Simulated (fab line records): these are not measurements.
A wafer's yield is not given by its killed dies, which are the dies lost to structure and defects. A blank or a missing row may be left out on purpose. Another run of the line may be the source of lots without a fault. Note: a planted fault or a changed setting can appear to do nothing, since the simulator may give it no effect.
What tool caused it? | flow sky130 | 6 lots with 18 wafers sampled at 3 steps, on a route of 708 steps

## WHAT EACH GAUGE READ, for each wafer
SKY_VT_ADJUST_LVTN_TW_MEAS_10.
lot  | measured     | on            | VT_ADJUST_LVTN_TW
L185 | day 7 17:16  | film metro-02 | 239.9 238.5 241.0
L187 | day 8 07:36  | film metro-01 | 240.5 240.7 240.3
L190 | day 9 00:59  | film metro-04 | 240.6 241.4 240.2
L192 | day 9 15:14  | film metro-02 | 241.7 238.6 239.8
L202 | day 12 06:11 | film metro-01 | 266.3 266.0 268.5
L205 | day 13 08:05 | film metro-02 | 237.9 238.1 238.4

## WHICH TOOL RAN EACH LOT (tool, then ch and the chambers of the sampled wafers, then the start)
lot  | SKY_PWDE_STRIP_09                   | SKY_VT_ADJUST_LVTN_IMPLANT_08
L185 | plasma asher-04 ch 0,1, day 4 11:38 | implanter-01 ch 0, day 7 17:02
L187 | plasma asher-02 ch 0, day 5 02:09   | implanter-04 ch 0, day 8 07:21
L190 | plasma asher-02 ch 0, day 5 16:24   | implanter-02 ch 0, day 9 00:44
L192 | plasma asher-02 ch 0,1, day 6 05:15 | implanter-01 ch 0, day 9 14:59
L202 | plasma asher-03 ch 0,1, day 8 11:12 | implanter-02 ch 0, day 12 05:56
L205 | plasma asher-03 ch 0,1, day 9 09:39 | implanter-04 ch 0, day 13 07:50
- SKY_PWDE_STRIP_09: strips in O2/N2.
- SKY_VT_ADJUST_LVTN_IMPLANT_08

## THE ANSWER, worked out from the rows above alone
Rule: what is usual is taken from the lots themselves. Put in order of their means at a reading, lots are off if they are a third of the lots or fewer, leave a main group of 4 or more, and stand apart from it by a gap of 3 or more times the standard deviation of the main group's means; of several such gaps the widest counts. If all means in a main group match to the digits the tables above print for the reading, that group is not used. Also off: a lot with no number at a reading for which 4 or more lots have one. Where the step has rows for the other lots, those lots are counted as sound.
Off: L202, at SKY_VT_ADJUST_LVTN_TW_MEAS_10 (VT_ADJUST_LVTN_TW). The main group has a mean of 239.8 with a standard deviation of 0.91.
If a tool, at a process step before that reading, ran all the lots that are off and no sound lot after the first of them, it fits. The gauges at SKY_VT_ADJUST_LVTN_TW_MEAS_10 are tried like those tools. Can't be told from this: 2 tools fit, implanter-02 at SKY_VT_ADJUST_LVTN_IMPLANT_08, film metro-01 at SKY_VT_ADJUST_LVTN_TW_MEAS_10.

## WHAT THE SIMULATOR HAD INSERTED
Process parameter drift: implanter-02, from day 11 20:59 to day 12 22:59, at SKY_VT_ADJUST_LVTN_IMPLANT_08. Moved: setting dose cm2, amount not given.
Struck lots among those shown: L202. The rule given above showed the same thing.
